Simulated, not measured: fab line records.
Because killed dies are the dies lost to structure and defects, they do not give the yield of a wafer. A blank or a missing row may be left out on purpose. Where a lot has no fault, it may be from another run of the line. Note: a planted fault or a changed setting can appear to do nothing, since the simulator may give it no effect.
Split-lot trial    flow sfqLine    on a route of 325 steps: 5 lots, 23 wafers read

THE SPLIT ITSELF
At SFQ_TRILAYER_I4_VIA_LITHO_COAT_103 (resist thk 650 nm), the setting spinRpm was moved away from the recipe's 3000 rpm on 6 of the 23 wafers read, by +2.9% to +7.2%. All remaining wafers had this setting at the recipe value.

No step appears in the file between the split and the reading.

THE READING
KrF_of_TRILAYER_I4_VIA_LITHO_COAT_103.thkNm (the simulator's own value, which no gauge read), in nm, at SFQ_TRILAYER_I4_VIA_ETCH_VIA_ETCH_106 (etches SiO2 in CHF3, stops on Nb, target depth 260 nm). No usual value for it is given in the file. The 17 wafers here that ran the recipe average 527.7 nm, standard deviation 2.1 nm.

wafer   tool, chamber at the split  spinRpm as run, rpm  against the recipe  KrF_of_TRILAYER_I4_VIA_LITHO_COAT_103.thkNm, nm  against lot-mates on the recipe
L074.2  lithoTrack-04, 0            3000                 recipe              526.3                                            -
L074.4  lithoTrack-04, 0            3000                 recipe              528.5                                            -
L074.6  lithoTrack-04, 0            3000                 recipe              526.1                                            -
L075.1  lithoTrack-04, 0            3215                 +7.2%               508.4                                            -19.8
L075.2  lithoTrack-04, 0            3215                 +7.2%               503                                              -25.2
L075.4  lithoTrack-04, 0            3000                 recipe              526.6                                            -
L075.5  lithoTrack-04, 0            3000                 recipe              529.7                                            -
L075.6  lithoTrack-04, 0            3215                 +7.2%               507.7                                            -20.5
L078.1  lithoTrack-04, 0            3000                 recipe              528.2                                            -
L078.3  lithoTrack-04, 0            3000                 recipe              527.3                                            -
L078.4  lithoTrack-04, 0            3000                 recipe              531.1                                            -
L078.5  lithoTrack-04, 0            3000                 recipe              525.5                                            -
L078.6  lithoTrack-04, 0            3000                 recipe              523.1                                            -
L083.1  lithoTrack-04, 0            3086                 +2.9%               521.4                                            -5.1
L083.2  lithoTrack-04, 0            3000                 recipe              525.5                                            -
L083.4  lithoTrack-04, 0            3000                 recipe              527.6                                            -
L083.5  lithoTrack-04, 0            3086                 +2.9%               515.3                                            -11.2
L083.6  lithoTrack-04, 0            3086                 +2.9%               518.1                                            -8.4
L085.1  lithoTrack-01, 0            3000                 recipe              530.3                                            -
L085.2  lithoTrack-01, 0            3000                 recipe              527.6                                            -
L085.3  lithoTrack-01, 0            3000                 recipe              527                                              -
L085.4  lithoTrack-01, 0            3000                 recipe              531                                              -
L085.6  lithoTrack-01, 0            3000                 recipe              529.8                                            -

FIT RESULTS
A straight line over all 23 wafers: KrF_of_TRILAYER_I4_VIA_LITHO_COAT_103.thkNm changes by -3.01 nm for each +1% of spinRpm; r = -0.96; the points scatter about the line by 2.3 nm.
The same after taking each lot's own level away (the mean of its wafers on the recipe; 23 wafers): -3.03 nm for each +1%; r = -0.96; scatter 2.1 nm.
The reading moves by 22 nm for the largest change in spinRpm, on that fit.
The span of the lots' own levels, 526.55 to 529.14 nm, comes to 1.2 times the standard deviation stated above.
Consequently the slope shifts little with the lot-to-lot level, the two slopes agreeing.
Check: for one of the wafers moved furthest among these (+7.2%), held out of the fit, the line's prediction against its lot-mates is -22.4 nm. Against them it came out at -19.8 nm.

THE OTHER SPLITS THESE WAFERS WENT THROUGH
Other splits were also applied to these wafers ahead of the reading. Each is held against what the fit with the lots' levels taken away leaves over:
other split on the same wafers                 wafers away from the commonest value  r with KrF_of_TRILAYER_I4_VIA_LITHO_COAT_103.thkNm (lot level and that fit taken away)
SFQ_TRILAYER_I3_VIA_ETCH_VIA_ETCH_088 sourceW  2                                     -0.29
SFQ_TRILAYER_M4_DEP_SPUTTER_091 powerW         10                                    +0.16
SFQ_TRILAYER_M4_LITHO_PEB_096 pebTimeS         8                                     +0.16

THE WHOLE CHAIN: every reading that the file lists as answering this split, in the file's order
step                                   what it does                                           reading                                                                                       change (the file's fit)               r (the file's)
SFQ_TRILAYER_I4_VIA_LITHO_COAT_103     resist thk 650 nm                                      KrF_of_TRILAYER_I4_VIA_LITHO_COAT_103.thkNm (the simulator's own value, which no gauge read)  -3.12 nm for each +1% of the setting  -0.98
SFQ_TRILAYER_I4_VIA_ETCH_VIA_ETCH_106  etches SiO2 in CHF3, stops on Nb, target depth 260 nm  KrF_of_TRILAYER_I4_VIA_LITHO_COAT_103.thkNm (the simulator's own value, which no gauge read)  -3.02 nm for each +1% of the setting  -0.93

FILE'S OWN FIT
KrF_of_TRILAYER_I4_VIA_LITHO_COAT_103.thkNm changes by -3.02 nm for each +1% of spinRpm, r = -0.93.
